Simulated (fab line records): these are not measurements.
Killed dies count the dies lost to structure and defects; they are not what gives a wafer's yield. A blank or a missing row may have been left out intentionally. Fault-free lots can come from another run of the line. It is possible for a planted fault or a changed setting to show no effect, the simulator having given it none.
fab line records ; flow sky130
[record] lots = 12; wafers = 36; lastDay = 50
route steps=708 shown VT_ADJUST_HVTP@88 SD_N@353 LI_CONTACT@363
lots that met no fault: from a run of the same line without faults
startH: hours from the record's opening day to when the first of the lot's shown wafers began ; waitH: hours since the lot's step before ; " same as the row above ; L1.1+2: a row that stands for several wafers ; - no value, or no start was given ; * or withheld: withheld ; < > ~ a bound
route shown NAME@n: a module of which the file shows steps, and the number in the route of the first ; usual: the fault-free wafers' mean and standard deviation ; same: alike in all rows ; chamber/n: place in a boat ; sites: the reading at each site ; _std_site: standard deviation across them ; _edge_site: the outer-site mean with the inner-site mean subtracted ; radiusMm: how far each site lies from the wafer's centre ; mask NAME#n: copy n ; behind: tool/chamber where the wafer was last shaped ; hold: the reason the lot was held/the length of the hold in hours/how it ended ; device: names the non-switching transistor (n, p or np) ; end of line: at the end of the route, the tests of the same wafers ; step lacking rows: just its recipe ; killed: not the wafer's yield, but the dies lost to structure and defects at the first sort ; map: a wafer's dies, x killed, . not, _ none there
set.NAME: setting as actually run; set.NAME@STEP: the setting as run at that earlier step ; model.NAME: the simulator's own value behind a step, which no gauge read
steps of the route over a sample of lots; a table a step, a row a wafer
services: from which hour (startH, from the record's first day; less than 0 if before it) a tool's chamber was out of use, for how many hours, and why
[[steps]]
[step SKY_VT_ADJUST_HVTP_SOFTBAKE_03]
[recipe] tempC = 90; timeS = 60; resist = NOVOLAK
[usual] heaterPowerTotalW = 56.60/0.042; plateTempC = 90.01/0.12
lot.wafer;tool;chamber;startH;waitH;heaterPowerTotalW;plateTempC
L401.2;lithoTrack-03;0;122.04;0.1;56.58;89.96
L401.3;lithoTrack-03;0;122.04;0.1;56.58;89.82
L401.6;lithoTrack-03;0;122.04;0.1;56.70;90.01
L403.1;lithoTrack-01;0;131.34;0.1;56.58;89.96
L403.2;lithoTrack-01;0;131.34;0.1;56.65;89.96
L403.3;lithoTrack-01;0;131.34;0.1;56.63;90.08
L404.2;lithoTrack-01;0;136.71;0.1;56.53;90.17
L404.4;lithoTrack-01;0;136.71;0.1;56.59;90.08
L404.5;lithoTrack-01;0;136.71;0.1;56.57;90.02
L408.3;lithoTrack-01;0;162.34;0.1;59.47;93.05
L408.4;lithoTrack-01;0;162.34;0.1;59.38;93.12
L408.6;lithoTrack-01;0;162.34;0.1;59.36;93.26
L409.1;lithoTrack-01;0;168.84;0.1;59.38;93.22
L409.2;lithoTrack-01;0;168.84;0.1;59.30;93.25
L409.6;lithoTrack-01;0;168.84;0.1;59.48;93.31
L415.1;lithoTrack-02;0;208.22;0.1;56.62;90.15
L415.4;lithoTrack-02;0;208.22;0.1;56.61;90.25
L415.6;lithoTrack-02;0;208.22;0.1;56.63;90.11
L418.3;lithoTrack-03;0;224.07;0.1;56.64;89.92
L418.4;lithoTrack-03;0;224.07;0.1;56.62;89.94
L418.6;lithoTrack-03;0;224.07;0.1;56.63;90.06
L419.1;lithoTrack-01;0;230.54;0.1;56.62;89.94
L419.4;lithoTrack-01;0;230.54;0.1;56.60;89.70
L419.5;lithoTrack-01;0;230.54;0.1;56.55;89.75
L420.3;lithoTrack-01;0;237.79;0.1;56.59;89.91
L420.5;lithoTrack-01;0;237.79;0.1;56.58;90.00
L420.6;lithoTrack-01;0;237.79;0.1;56.60;90.04
L421.3;lithoTrack-03;0;241.72;0.1;56.71;90.22
L421.4;lithoTrack-03;0;241.72;0.1;56.61;89.97
L421.5;lithoTrack-03;0;241.72;0.1;56.67;90.05
L422.1;lithoTrack-02;0;249.92;0.1;56.64;90.05
L422.3;lithoTrack-02;0;249.92;0.1;56.58;89.77
L422.4;lithoTrack-02;0;249.92;0.1;56.57;89.96
L423.1;lithoTrack-01;0;258.09;0.1;56.50;90.10
L423.2;lithoTrack-01;0;258.09;0.1;56.53;90.30
L423.3;lithoTrack-01;0;258.09;0.1;56.65;90.05
[step SKY_SD_N_STRIP_11]
[recipe] chemistry = O2/N2; powerW = 1400; pressureMtorr = 1500; platenTempC = withheld; o2FlowSccm = 3000; n2FlowSccm = 300; overashFraction = 0.5
[usual] chamberPressureMTorr = 1500.1/1.2; drypumpMotorCurrentA = 6.03/0.18; oesProductAu = 0.527/0.0043; stripTimeToEndpointS = 22.51/0.045
[same] overashFraction = 0.5
lot.wafer;tool;chamber;startH;waitH;chamberPressureMTorr;drypumpMotorCurrentA;oesProductAu;rfHoursCounterH;stripTimeToEndpointS
L401.2;plasmaAsher-03;0;656.87;0.1;1498.3;6.18;0.526;51;22.44
L401.3;plasmaAsher-03;1;656.87;0.1;1499.9;5.98;0.533;-;22.52
L401.6;plasmaAsher-03;0;656.87;0.1;1500.0;6.14;0.525;-;22.46
L403.1;plasmaAsher-04;1;670.82;0.1;1499.3;6.00;0.524;85;22.47
L403.2;plasmaAsher-04;0;670.82;0.1;1500.2;6.07;0.527;85;22.44
L403.3;plasmaAsher-04;1;670.82;0.1;1500.9;5.98;0.531;-;22.49
L404.2;plasmaAsher-04;0;681.52;0.1;1503.4;6.07;0.536;86;22.54
L404.4;plasmaAsher-04;0;681.52;0.1;1498.6;6.06;0.529;-;22.50
L404.5;plasmaAsher-04;0;681.52;0.1;1500.9;6.07;0.529;-;22.53
L408.3;plasmaAsher-02;1;716.40;0.1;1501.9;5.53;0.524;-;22.53
L408.4;plasmaAsher-02;0;716.40;0.1;1501.6;6.36;0.524;-;22.53
L408.6;plasmaAsher-02;1;716.40;0.1;1499.8;5.52;0.530;-;22.49
L409.1;plasmaAsher-04;0;724.77;0.1;1500.7;6.07;0.527;90;22.47
L409.2;plasmaAsher-04;1;724.77;0.1;1500.0;6.02;0.530;90;22.42
L409.6;plasmaAsher-04;1;724.77;0.1;1499.7;6.03;0.528;-;22.44
L415.1;plasmaAsher-04;1;770.97;0.1;1502.0;5.98;0.528;95;22.51
L415.4;plasmaAsher-04;0;770.97;0.1;1501.4;6.05;0.521;-;22.43
L415.6;plasmaAsher-04;0;770.97;0.1;1500.4;6.06;0.534;-;22.49
L418.3;plasmaAsher-04;1;783.21;0.1;1497.1;6.03;0.521;-;22.55
L418.4;plasmaAsher-04;0;783.21;0.1;1502.8;6.07;0.535;-;22.52
L418.6;plasmaAsher-04;0;783.21;0.1;1501.2;6.08;0.533;-;22.59
L419.1;plasmaAsher-03;0;792.47;0.1;1499.5;6.14;0.534;65;22.55
L419.4;plasmaAsher-03;0;792.47;0.1;1500.3;6.15;0.528;-;22.54
L419.5;plasmaAsher-03;0;792.47;0.1;1500.2;6.14;0.535;-;22.54
L420.3;plasmaAsher-04;0;799.21;0.1;1498.3;6.09;0.519;-;22.54
L420.5;plasmaAsher-04;1;799.21;0.1;1498.7;6.01;0.525;-;22.54
L420.6;plasmaAsher-04;0;799.21;0.1;1501.5;6.07;0.529;-;22.57
L421.3;plasmaAsher-02;1;803.50;0.1;1498.6;5.52;0.528;-;22.53
L421.4;plasmaAsher-02;0;803.50;0.1;1499.5;6.36;0.531;-;22.52
L421.5;plasmaAsher-02;0;803.50;0.1;1500.0;6.37;0.526;-;22.53
L422.1;plasmaAsher-02;1;808.32;0.1;1500.5;5.54;0.528;6;22.54
L422.3;plasmaAsher-02;1;808.32;0.1;1500.1;5.54;0.530;-;22.54
L422.4;plasmaAsher-02;0;808.32;0.1;1500.2;6.37;0.528;-;22.55
L423.1;plasmaAsher-04;0;819.57;0.1;1501.4;6.10;0.516;100;22.50
L423.2;plasmaAsher-04;1;819.57;0.1;1499.2;6.01;0.531;100;22.51
L423.3;plasmaAsher-04;1;819.57;0.1;1503.1;6.01;0.526;-;22.51
[step SKY_LI_CONTACT_THK_MEAS_01]
[recipe] reads = PSG_of_LI_CONTACT_HDPCVD_00
[usual] LI_CONTACT_HDPCVD_THK = 930/9.2
lot.wafer;tool;chamber;startH;waitH;LI_CONTACT_HDPCVD_THK[nm]
L401.2;filmMetro-01;-;657.75;0.1;935
L401.3;filmMetro-01;-;657.75;0.1;920
L401.6;filmMetro-01;-;657.75;0.1;926
L403.1;filmMetro-01;-;671.68;0.1;934
L403.2;filmMetro-01;-;671.68;0.1;933
L403.3;filmMetro-01;-;671.68;0.1;939
L404.2;filmMetro-04;-;682.45;0.1;926
L404.4;filmMetro-04;-;682.45;0.1;934
L404.5;filmMetro-04;-;682.45;0.1;931
L408.3;filmMetro-02;-;717.25;0.1;930
L408.4;filmMetro-02;-;717.25;0.1;930
L408.6;filmMetro-02;-;717.25;0.1;945
L409.1;filmMetro-02;-;725.64;0.1;953
L409.2;filmMetro-02;-;725.64;0.1;932
L409.6;filmMetro-02;-;725.64;0.1;944
L415.1;filmMetro-02;-;771.84;0.1;918
L415.4;filmMetro-02;-;771.84;0.1;926
L415.6;filmMetro-02;-;771.84;0.1;906
L418.3;filmMetro-01;-;784.06;0.1;928
L418.4;filmMetro-01;-;784.06;0.1;910
L418.6;filmMetro-01;-;784.06;0.1;920
L419.1;filmMetro-01;-;793.33;0.1;942
L419.4;filmMetro-01;-;793.33;0.1;936
L419.5;filmMetro-01;-;793.33;0.1;918
L420.3;filmMetro-04;-;800.06;0.1;930
L420.5;filmMetro-04;-;800.06;0.1;938
L420.6;filmMetro-04;-;800.06;0.1;928
L421.3;filmMetro-01;-;804.36;0.1;926
L421.4;filmMetro-01;-;804.36;0.1;914
L421.5;filmMetro-01;-;804.36;0.1;936
L422.1;filmMetro-01;-;809.18;0.1;924
L422.3;filmMetro-01;-;809.18;0.1;919
L422.4;filmMetro-01;-;809.18;0.1;934
L423.1;filmMetro-01;-;820.43;0.1;933
L423.2;filmMetro-01;-;820.43;0.1;928
L423.3;filmMetro-01;-;820.43;0.1;933
[step SKY_LI_CONTACT_ETCH_14]
[recipe] chemistry = N2/H2; target = BARC; ionEnergyEv = 200; sourceW = 500; biasW = 100; pressureMtorr = 30; n2FlowSccm = 100; h2FlowSccm = 200; stopOn = SiO2; timeS = 45.9; targetDepthA = 600
[usual] chamberPressureMTorr = 30.00/0.031; drypumpMotorCurrentA = 5.9/0.39; oesProductAu = 0.855/0.0047; throttleValvePct = 13.225/0.0092
lot.wafer;tool;chamber;startH;waitH;chamberPressureMTorr;drypumpMotorCurrentA;oesProductAu;rfHoursCounterH;throttleValvePct
L401.2;rieDiel-03;2;685.72;0.0;29.99;6.0;0.855;2;13.215
L401.3;rieDiel-03;0;685.72;0.0;30.02;6.4;0.857;17;13.217
L401.6;rieDiel-03;0;685.72;0.0;30.00;6.4;0.853;-;13.214
L403.1;rieDiel-02;0;700.39;0.0;30.07;6.0;0.854;1;13.217
L403.2;rieDiel-02;3;700.39;0.0;29.99;5.5;0.845;38;13.224
L403.3;rieDiel-02;1;700.39;0.0;29.95;6.1;0.856;4;13.240
L404.2;rieDiel-03;1;711.07;0.0;30.02;6.0;0.851;17;13.221
L404.4;rieDiel-03;1;711.07;0.0;30.00;6.0;0.854;-;13.218
L404.5;rieDiel-03;2;711.07;0.0;29.98;6.0;0.854;-;13.227
L408.3;rieDiel-01;1;744.62;0.0;29.97;6.3;0.853;6;13.222
L408.4;rieDiel-01;0;744.62;0.0;30.02;5.7;0.862;21;13.218
L408.6;rieDiel-01;1;744.62;0.0;30.02;6.4;0.856;-;13.225
L409.1;rieDiel-02;1;752.87;0.0;29.92;6.2;0.848;6;13.233
L409.2;rieDiel-02;0;752.87;0.0;29.99;6.0;0.850;3;13.224
L409.6;rieDiel-02;3;752.87;0.0;29.99;5.4;0.853;-;13.223
L415.1;rieDiel-01;1;797.79;0.0;30.01;6.3;0.857;7;13.230
L415.4;rieDiel-01;3;797.79;0.0;30.02;4.9;0.852;5;13.216
L415.6;rieDiel-01;2;797.79;0.0;29.98;5.5;0.856;-;13.222
L418.3;rieDiel-01;0;810.87;0.0;30.03;5.7;0.853;22;13.225
L418.4;rieDiel-01;1;810.87;0.0;29.96;6.4;0.843;7;13.237
L418.6;rieDiel-01;1;810.87;0.0;30.01;6.3;0.861;-;13.235
L419.1;rieDiel-01;0;820.62;0.0;30.05;5.7;0.853;22;13.210
L419.4;rieDiel-01;3;820.62;0.0;29.97;4.9;0.859;5;13.228
L419.5;rieDiel-01;0;820.62;0.0;30.02;5.7;0.858;-;13.232
L420.3;rieDiel-03;0;826.49;0.0;29.99;6.4;0.857;22;13.225
L420.5;rieDiel-03;1;826.49;0.0;30.00;6.0;0.855;-;13.209
L420.6;rieDiel-03;0;826.49;0.0;29.98;6.4;0.850;-;13.237
L421.3;rieDiel-01;2;830.22;0.0;30.01;5.6;0.863;5;13.228
L421.4;rieDiel-01;3;830.22;0.0;29.96;4.9;0.858;6;13.220
L421.5;rieDiel-01;0;830.22;0.0;29.97;5.7;0.851;-;13.231
L422.1;rieDiel-01;0;835.87;0.0;29.97;5.7;0.854;23;13.224
L422.3;rieDiel-01;1;835.87;0.0;30.03;6.4;0.857;8;13.230
L422.4;rieDiel-01;0;835.87;0.0;29.89;5.7;0.855;-;13.208
L423.1;rieDiel-03;2;846.52;0.0;29.95;6.0;0.856;7;13.238
L423.2;rieDiel-03;3;846.52;0.0;30.02;5.9;0.849;3;13.215
L423.3;rieDiel-03;0;846.52;0.0;30.06;6.4;0.848;22;13.218
[[services]]
tool;chamber;startH;hours;kind
plasmaAsher-04;-;102.64;3.3;repair
rieDiel-01;3;109.67;3.9;repair
rieDiel-01;2;126.82;6.7;repair
rieDiel-01;2;142.84;16.6;repair
rieDiel-03;1;156.99;6.5;repair
rieDiel-01;3;175.53;9.0;repair
rieDiel-01;0;225.32;8.0;repair
rieDiel-03;3;310.83;8.0;repair
plasmaAsher-04;-;314.19;2.8;pm
rieDiel-01;-;319.94;0.2;repair
plasmaAsher-04;-;363.16;14.6;pm
rieDiel-03;2;408.25;4.1;repair
rieDiel-01;2;420.82;8.5;repair
rieDiel-01;0;470.30;1.6;repair
rieDiel-01;-;509.51;14.6;pm
rieDiel-01;3;542.17;5.9;repair
plasmaAsher-04;-;579.72;8.7;repair
rieDiel-01;1;603.09;8.5;repair
rieDiel-01;3;618.38;1.3;repair
plasmaAsher-04;-;633.38;4.5;repair
rieDiel-01;3;649.66;4.7;repair
plasmaAsher-04;-;683.46;4.0;pm
rieDiel-01;-;747.91;2.8;pm
rieDiel-01;2;835.10;16.4;repair
[[key]]
[firstSign] step = SKY_VT_ADJUST_HVTP_SOFTBAKE_03; reading = heaterPowerTotalW; direction = up; sigmas = 67; usual = *; struck = *
[effect] step = SKY_VT_ADJUST_HVTP_SOFTBAKE_03; reading = plateTempC; direction = up; sigmas = 26; usual = *; struck = *
metAt SKY_VT_ADJUST_HVTP_SOFTBAKE_03
struckLots L408,L409
testerLeftOut L408,L409
notActingAt SKY_SD_N_STRIP_11,SKY_LI_CONTACT_THK_MEAS_01,SKY_LI_CONTACT_ETCH_14
onsetBetween 136.71 162.34
[fault] kind = processParameterDrift; tool = lithoTrack-01; chamber = -; onsetH = 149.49; steps = SKY_VT_ADJUST_HVTP_SOFTBAKE_03; channel = tempC; offset = *; shape = step; endH = 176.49; actsIn = *; stated = *
// testerLeftOut: of these lots the tester's yield and bins aren't shown, on N5 and GAA mostly nor the transistor test; their killed dies are dies lost to structure and defects alone, not to doping, threshold or leakage, so they don't give the yield
